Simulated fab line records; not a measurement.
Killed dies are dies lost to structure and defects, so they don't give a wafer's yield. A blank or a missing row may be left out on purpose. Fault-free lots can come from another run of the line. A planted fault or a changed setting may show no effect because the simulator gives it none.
One fault through the eyes of 2 desks | flow sky130 | numbers are kept per desk, each desk with only its own; the story behind them comes last

== METROLOGY DESK ==
What the gauges read for every lot (on any tool): the sampled wafers with a number, averaged. If a lot's mean is further than 4 standard deviations from the usual mean, the lot is out of limits and carries the mark OUT (the distance appears in the brackets).
Columns: A = POLY_CUT_OVL at SKY_POLY_CUT_OVL_MEAS_09, usual 0 nm; B = SD_N_OVL at SKY_SD_N_OVL_MEAS_08, usual -0.6 nm; C = LI_CONTACT_HDPCVD_THK at SKY_LI_CONTACT_THK_MEAS_01, usual 934 nm; D = LI_CONTACT_W_RS at SKY_LI_CONTACT_RS_MEAS_22, usual 0.285 ohm/sq
lot  | first seen here | A  | B    | C             | D
L973 | day 25 04:23    | 1  | -0.3 | 934           | 0.286
L975 | day 25 13:20    | -1 | 0.9  | 927           | 0.280
L976 | day 26 00:23    | -0 | -0.4 | 929           | 0.282
L980 | day 27 07:59    | 3  | -1.4 | 813 (-13) OUT | 0.281
L981 | day 27 20:32    | -2 | -0.8 | 811 (-13) OUT | 0.286
L990 | day 30 11:56    | 4  | 0.3  | 926           | 0.289
L992 | day 31 09:37    | -3 | 1.3  | 929           | 0.287
L993 | day 31 16:19    | -9 | 0.6  | 925           | 0.287
L994 | day 31 20:09    | -1 | 0.8  | 939           | 0.286
L995 | day 31 23:56    | -4 | 0.3  | 948           | 0.288
L996 | day 32 02:17    | 12 | -1.6 | 923           | 0.286
Finding of this desk: L980, L981 out of limits, first seen on L980 at day 30 21:00 (LI_CONTACT_HDPCVD_THK at SKY_LI_CONTACT_THK_MEAS_01). L973, L975, L976, L990, L992, L993, L994, L995, L996 stayed within limits.

== FOR THE TOOL OWNER'S DESK: hdpcvd-01 ==
The tool's own readings at SKY_LI_CONTACT_HDPCVD_00 (deposits PSG, target thk 930 nm, time 155 s): means of the sampled wafers that have a number, for each lot that ran on this tool. If a lot's mean is further than 4 standard deviations from the usual mean, the lot is out of limits and carries the mark OUT (the distance appears in the brackets).
Columns: A = susceptor temp C at SKY_LI_CONTACT_HDPCVD_00, usual 600.05 C
lot  | first seen here | A
L976 | day 29 13:20    | 599.93
L980 | day 30 20:54    | 600.65
L981 | day 31 07:51    | 600.17
L990 | day 33 22:54    | 599.73
L992 | day 34 20:03    | 599.95
L993 | day 35 01:58    | 600.35
L994 | day 35 05:08    | 599.98
L995 | day 35 11:14    | 600.03
This desk found nothing out of limits on any of the 8 lots.

== BROUGHT TOGETHER ==
At day 30 21:00 the metrology desk could have sounded an alarm, on L980, L981.
The tool owner's desk saw nothing out of limits.
On record at the tool owner's desk: L980, L981, within its limits.
On hdpcvd-01, each named lot ran SKY_LI_CONTACT_HDPCVD_00.

== WHAT HAD BEEN PUT IN BY THE SIMULATOR ==
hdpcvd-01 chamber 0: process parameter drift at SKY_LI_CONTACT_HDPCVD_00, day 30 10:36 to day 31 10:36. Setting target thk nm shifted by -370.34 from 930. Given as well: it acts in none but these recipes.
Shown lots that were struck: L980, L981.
Time in hours between the start of the fault and the first out-of-limits reading at each desk: metrology desk, 10.
